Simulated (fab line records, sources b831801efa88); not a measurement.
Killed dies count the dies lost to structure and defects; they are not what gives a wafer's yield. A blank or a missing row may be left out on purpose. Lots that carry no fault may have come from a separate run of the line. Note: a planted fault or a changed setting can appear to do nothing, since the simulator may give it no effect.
Matching of chambers :: flow gf180mcu :: GF_CONTACT_CVD_02 on pecvd-03 has 3 sister chambers
The step deposits SiO2 from TEOS, target thk 860 nm, time 95.992 s. 6 wafers are shown with their chamber, then 12 later ones without.

== EACH WAFER AND ITS CHAMBER ==
wafer: L083.1
chamber: 0
heater_power_w (W): 700
rf_fwd_power_W (W): 597.2

wafer: L083.2
chamber: 1
heater_power_w (W): 633
rf_fwd_power_W (W): 595.2

wafer: L083.3
chamber: 2
heater_power_w (W): 632
rf_fwd_power_W (W): 595.5

wafer: L084.4
chamber: 0
heater_power_w (W): 603
rf_fwd_power_W (W): 598.3

wafer: L084.5
chamber: 2
heater_power_w (W): 684
rf_fwd_power_W (W): 596.7

wafer: L084.6
chamber: 1
heater_power_w (W): 568
rf_fwd_power_W (W): 593.6

== WAFERS WHOSE CHAMBER IS MISSING ==
wafer: L086.2
heater_power_w (W): 734
rf_fwd_power_W (W): 596.9

wafer: L086.3
heater_power_w (W): 639
rf_fwd_power_W (W): 591.6

wafer: L086.4
heater_power_w (W): 707
rf_fwd_power_W (W): 597.1

wafer: L088.1
heater_power_w (W): 671
rf_fwd_power_W (W): 595.0

wafer: L088.4
heater_power_w (W): 545
rf_fwd_power_W (W): 597.4

wafer: L088.6
heater_power_w (W): 582
rf_fwd_power_W (W): 591.5

wafer: L089.3
heater_power_w (W): 765
rf_fwd_power_W (W): 595.2

wafer: L089.4
heater_power_w (W): 535
rf_fwd_power_W (W): 597.0

wafer: L089.5
heater_power_w (W): 765
rf_fwd_power_W (W): 600.0

wafer: L092.2
heater_power_w (W): 668
rf_fwd_power_W (W): 596.7

wafer: L092.5
heater_power_w (W): 761
rf_fwd_power_W (W): 595.4

wafer: L092.6
heater_power_w (W): 538
rf_fwd_power_W (W): 597.8

== WHICH CHAMBER EACH WENT THROUGH ==
wafer: L086.2
from the rows above: can't be placed: 2 or 0
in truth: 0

wafer: L086.3
from the rows above: can't be placed: 1 or 2
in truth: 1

wafer: L086.4
from the rows above: can't be placed: 0 or 2
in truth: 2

wafer: L088.1
from the rows above: can't be placed: 2 or 1 or 0
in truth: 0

wafer: L088.4
from the rows above: can't be placed: 0 or 2 or 1
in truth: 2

wafer: L088.6
from the rows above: 1
in truth: 1

wafer: L089.3
from the rows above: can't be placed: 2 or 1 or 0
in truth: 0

wafer: L089.4
from the rows above: can't be placed: 0 or 2 or 1
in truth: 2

wafer: L089.5
from the rows above: can't be placed: 0 or 2
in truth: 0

wafer: L092.2
from the rows above: can't be placed: 2 or 0
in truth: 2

wafer: L092.5
from the rows above: can't be placed: 2 or 1 or 0
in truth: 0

wafer: L092.6
from the rows above: can't be placed: 0 or 2 or 1
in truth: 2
Correct placement for 1 of the 12. From these rows, 11 cannot be placed; in 11 the true chamber is one of the candidates. Placed wrongly: 0.
How it was worked out, from the rows above alone: a wafer's distance from a chamber is the root of the sum, over the readings, of the square of ((its reading less the chamber's mean) divided by the reading's scatter). If the next closest chamber is less than 2 further off than the closest, the wafer can't be placed; otherwise it belongs to the closest. Each chamber's mean is taken over the wafers shown for it. The scatter: take each reading less its chamber's mean, square it, sum over the shown wafers, divide by the number of wafers less the number of chambers, and take the root.
